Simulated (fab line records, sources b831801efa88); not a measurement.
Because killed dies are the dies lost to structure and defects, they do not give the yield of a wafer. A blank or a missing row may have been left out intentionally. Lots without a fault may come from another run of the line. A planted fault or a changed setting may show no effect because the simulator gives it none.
Which tool did it? ; flow sky130 ; Sampling: 13 lots, 39 wafers, 3 of 708 route steps

WHAT THE GAUGES SHOWED, per wafer
SKY_CONTACT_THK_MEAS_03.
lot;measured;on;CONTACT_HDPCVD_THK (nm)
L272;day 30 09:42;film_metro-01;563 557 567
L274;day 30 20:52;film_metro-04;565 572 558
L275;day 31 06:52;film_metro-04;564 564 563
L277;day 32 00:34;film_metro-04;567 563 563
L278;day 32 15:37;film_metro-04;561 559 563
L284;day 34 12:08;film_metro-04;569 569 561
L290;day 36 08:23;film_metro-01;565 572 570
L289;day 36 12:51;film_metro-01;571 570 568
L291;day 36 17:15;film_metro-01;563 571 562
L292;day 36 17:26;film_metro-03;569 568 568
L293;day 37 04:44;film_metro-01;571 574 570
L294;day 37 11:02;film_metro-03;563 562 562
L295;day 37 18:04;film_metro-01;570 569 576

TOOL THAT RAN EACH LOT (tool first, then ch and the chambers of the sampled wafers, then the start)
lot;SKY_RES_XHIGH_EXPOSE_04;SKY_LOCAL_INTERCONNECT_ETCH_13
L272;iline_stepper-01 ch 0, day 26 01:41;rie_metal-01 ch 0,1, day 30 08:49
L274;iline_stepper-01 ch 0, day 26 13:58;rie_metal-03 ch 0, day 30 19:52
L275;iline_stepper-01 ch 0, day 26 23:10;rie_metal-04 ch 0,1, day 31 05:56
L277;iline_stepper-01 ch 0, day 27 20:25;rie_metal-04 ch 0,1, day 31 23:41
L278;iline_stepper-02 ch 0, day 28 11:14;rie_metal-01 ch 0,1, day 32 14:44
L284;iline_stepper-02 ch 0, day 30 09:43;rie_metal-04 ch 0, day 34 11:09
L290;iline_stepper-02 ch 0, day 32 07:08;rie_metal-03 ch 0,1, day 36 07:31
L289;iline_stepper-02 ch 0, day 32 11:48;rie_metal-01 ch 0,1, day 36 11:57
L291;iline_stepper-02 ch 0, day 32 15:59;rie_metal-03 ch 0,1, day 36 16:09
L292;iline_stepper-01 ch 0, day 32 17:01;rie_metal-04 ch 0,1, day 36 16:30
L293;iline_stepper-02 ch 0, day 33 04:47;rie_metal-04 ch 0,1, day 37 03:53
L294;iline_stepper-01 ch 0, day 33 11:49;rie_metal-01 ch 0, day 37 10:04
L295;iline_stepper-02 ch 0, day 33 17:02;rie_metal-03 ch 1, day 37 17:02
- SKY_RES_XHIGH_EXPOSE_04: exposes mask URPM, target cd 1270 nm.
- SKY_LOCAL_INTERCONNECT_ETCH_13: etches BARC in N2/H2, stops on SiO2, time 45.9 s, target depth 60 nm.

WHAT THE TOOLS THEMSELVES READ (means of the sampled wafers that have a number; where no wafer has one, the mark that the record gives instead)
SKY_LOCAL_INTERCONNECT_ETCH_13.
lot;tool;chamber_pressure_mTorr (mTorr);drypump_motor_current_A (A);oes_product_au (a.u.);throttle_valve_pct (%)
L272;rie_metal-01;29.998;6.0;0.852;13.232
L274;rie_metal-03;29.987;5.1;0.858;13.238
L275;rie_metal-04;30.033;5.8;0.858;13.224
L277;rie_metal-04;29.993;5.7;0.857;13.226
L278;rie_metal-01;30.002;6.0;0.853;13.218
L284;rie_metal-04;29.995;6.0;0.854;13.219
L290;rie_metal-03;29.960;5.4;0.854;13.220
L289;rie_metal-01;29.978;6.0;0.852;13.227
L291;rie_metal-03;29.978;5.4;0.850;13.238
L292;rie_metal-04;30.031;5.6;0.852;13.221
L293;rie_metal-04;29.979;5.6;0.855;13.222
L294;rie_metal-01;29.993;5.8;0.854;13.228
L295;rie_metal-03;29.975;5.5;0.859;13.223

THE ANSWER, worked out from the rows above alone
Rule: the lots themselves supply what counts as usual. The widest of any qualifying gaps counts: lots, ordered by their means at a reading, are off when they make up no more than a third of the lots, leave a main group of 4 or more, and stand apart from it by 3 or more times the standard deviation of that group's means. Not used: any main group whose means are identical at the precision the tables above print for the reading. Also off: a lot with no number at a reading for which 4 or more lots have one. Where the step has rows for the other lots, those lots are counted as sound. Order of review: gauges by route order, followed by the tools' own readings, for which a lot's mean as printed above is used. The first step at which some lot is off is used, and at that step the reading that is off furthest; a lot without a number counts as furthest.
Across all readings shown, no lot is off: no conclusion can be drawn from this.

WHAT HAD BEEN PUT IN BY THE SIMULATOR
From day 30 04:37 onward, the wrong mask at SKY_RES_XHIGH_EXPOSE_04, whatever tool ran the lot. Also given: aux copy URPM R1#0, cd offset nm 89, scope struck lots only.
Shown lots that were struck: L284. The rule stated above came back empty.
